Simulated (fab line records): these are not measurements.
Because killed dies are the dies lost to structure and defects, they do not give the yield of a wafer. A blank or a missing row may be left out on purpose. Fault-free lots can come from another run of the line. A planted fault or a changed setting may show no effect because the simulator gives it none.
One fault through the eyes of 2 desks | flow sky130 | what lay behind the numbers comes last; until then each desk has only its own

## FOR THE TOOL OWNER'S DESK: implanter-01
The tool's own readings at SKY_LDD_LDN_IMPLANT_11, given as means over the sampled wafers that have a number, one for each lot that went through this tool. A lot is out of limits, marked OUT, if its mean lies more than 4 standard deviations from the usual mean; the brackets give that distance.
Columns: A = doseIonsCm2 at SKY_LDD_LDN_IMPLANT_11, usual 1.2498e+13; B = faradayCurrentUA at SKY_LDD_LDN_IMPLANT_11, usual 70.4
lot  | first seen here | A                            | B
L509 | day 23 10:14    | 1.2495e+13                   | 70.6
L515 | day 26 03:19    | 1.2500e+13                   | 70.0
L523 | day 28 06:20    | 4.2830e+12 (-99 or more) OUT | 24.1 (-36) OUT
L525 | day 29 03:48    | 4.3397e+12 (-99 or more) OUT | 24.1 (-36) OUT
L526 | day 29 08:24    | 4.3007e+12 (-99 or more) OUT | 24.9 (-35) OUT
This desk's finding: out of limits on L523, L525, L526; first on L523, day 28 06:20 (doseIonsCm2 at SKY_LDD_LDN_IMPLANT_11). In limits: L509, L515.

## AT THE METROLOGY DESK
What the gauges read for every lot (on any tool): the sampled wafers with a number, averaged. A lot is out of limits, marked OUT, if its mean lies more than 4 standard deviations from the usual mean; the brackets give that distance.
Columns: A = LDD_LDN_TW at SKY_LDD_LDN_TW_MEAS_13, usual 1478; B = POLY_CUT_OVL at SKY_POLY_CUT_OVL_MEAS_09, usual 0 nm; C = cdNm at SKY_SD_N_CD_MEAS_07, usual 380 nm
lot  | first seen here | A               | B  | C
L507 | day 22 21:51    | 1470            | 1  | 382
L509 | day 23 10:29    | 1478            | -3 | 387
L508 | day 23 10:41    | 1494            | -9 | 375
L514 | day 25 17:12    | 1488            | 0  | 377
L515 | day 26 03:32    | 1490            | -0 | 378
L516 | day 26 04:07    | 1483            | -6 | 382
L523 | day 28 06:35    | 1394 (-8.8) OUT | -6 | 384
L525 | day 29 04:03    | 1415 (-6.6) OUT | -0 | 376
L526 | day 29 08:40    | 1391 (-9.1) OUT | 2  | 384
L527 | day 29 18:04    | 1476            | 4  | 380
L528 | day 30 06:49    | 1481            | -3 | 382
L530 | day 31 06:34    | 1459            | 4  | 384
Per this desk, out of limits: L523, L525, L526; the first was L523, day 28 06:35 (LDD_LDN_TW at SKY_LDD_LDN_TW_MEAS_13). In limits: L507, L509, L508, L514, L515, L516, L527, L528, L530.

## ALL TOGETHER
At day 28 06:20, on L523, L525, L526, the tool owner's desk was in a position to raise an alarm.
Metrology desk: alarm possible at day 28 06:35 on L523, L525, L526.
Of the lots named, all ran SKY_LDD_LDN_IMPLANT_11 on implanter-01.

## WHAT WAS PUT IN BY THE SIMULATOR
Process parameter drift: implanter-01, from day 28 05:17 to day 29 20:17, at SKY_LDD_LDN_IMPLANT_11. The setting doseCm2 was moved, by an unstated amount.
Struck lots among those shown: L523, L525, L526.
Time in hours from fault onset to the first out-of-limits reading at each desk: tool owner's desk 1, metrology desk 1.
